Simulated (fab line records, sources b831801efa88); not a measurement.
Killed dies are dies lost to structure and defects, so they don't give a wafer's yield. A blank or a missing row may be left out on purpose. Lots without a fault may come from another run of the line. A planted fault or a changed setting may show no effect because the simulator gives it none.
Which tool did it? | flow sky130 | 6 lots, 18 wafers sampled, at 2 steps of a route of 708

WHAT THE GAUGES READ, wafer by wafer
SKY_SONOS_ONO_THK_MEAS_05.
lot  | measured     | on            | SONOS_ONO_CVD_04_THK (nm)
L881 | day 12 21:14 | film_metro-03 | 5.73 5.58 5.74
L884 | day 13 13:16 | film_metro-04 | 8.61 8.62 8.62
L892 | day 16 09:42 | film_metro-04 | 5.57 5.58 5.50
L894 | day 17 09:15 | film_metro-02 | 5.86 5.78 5.77
L899 | day 18 04:56 | film_metro-04 | 5.66 5.56 5.63
L901 | day 19 07:21 | film_metro-02 | 5.68 5.72 5.76

WHICH TOOL RAN EACH LOT (tool, then ch and the chambers of the sampled wafers, then the start)
lot  | SKY_SONOS_ONO_CVD_04
L881 | lpcvd-03 ch 0, day 12 19:59
L884 | lpcvd-03 ch 0, day 13 12:00
L892 | lpcvd-03 ch 0, day 16 08:26
L894 | lpcvd-03 ch 0, day 17 08:00
L899 | lpcvd-03 ch 0, day 18 03:40
L901 | lpcvd-03 ch 0, day 19 06:05
- SKY_SONOS_ONO_CVD_04: deposits SiO2 from SiH4/N2O, target thk 5.7199 nm.

THE ANSWER, worked out from the rows above alone
Rule: what is usual is taken from the lots themselves. Put in order of their means at a reading, lots are off if they are a third of the lots or fewer, leave a main group of 4 or more, and stand apart from it by a gap of 3 or more times the standard deviation of the main group's means; of several such gaps the widest counts. A main group whose means are all the same, to the digits that the tables above print for the reading, isn't used. A lot without any number at a reading at which 4 lots or more have one is off too. The other lots that the step has rows for count as sound.
Off: L884, at SKY_SONOS_ONO_THK_MEAS_05 (SONOS_ONO_CVD_04_THK). The main group: mean 5.67 nm, standard deviation 0.087.
A tool fits if, at a process step before that reading, it ran every lot that is off, and no sound lot after the first of them. The gauges at SKY_SONOS_ONO_THK_MEAS_05 are tried like those tools. None of those tried fits.

WHAT THE SIMULATOR HAD PUT IN
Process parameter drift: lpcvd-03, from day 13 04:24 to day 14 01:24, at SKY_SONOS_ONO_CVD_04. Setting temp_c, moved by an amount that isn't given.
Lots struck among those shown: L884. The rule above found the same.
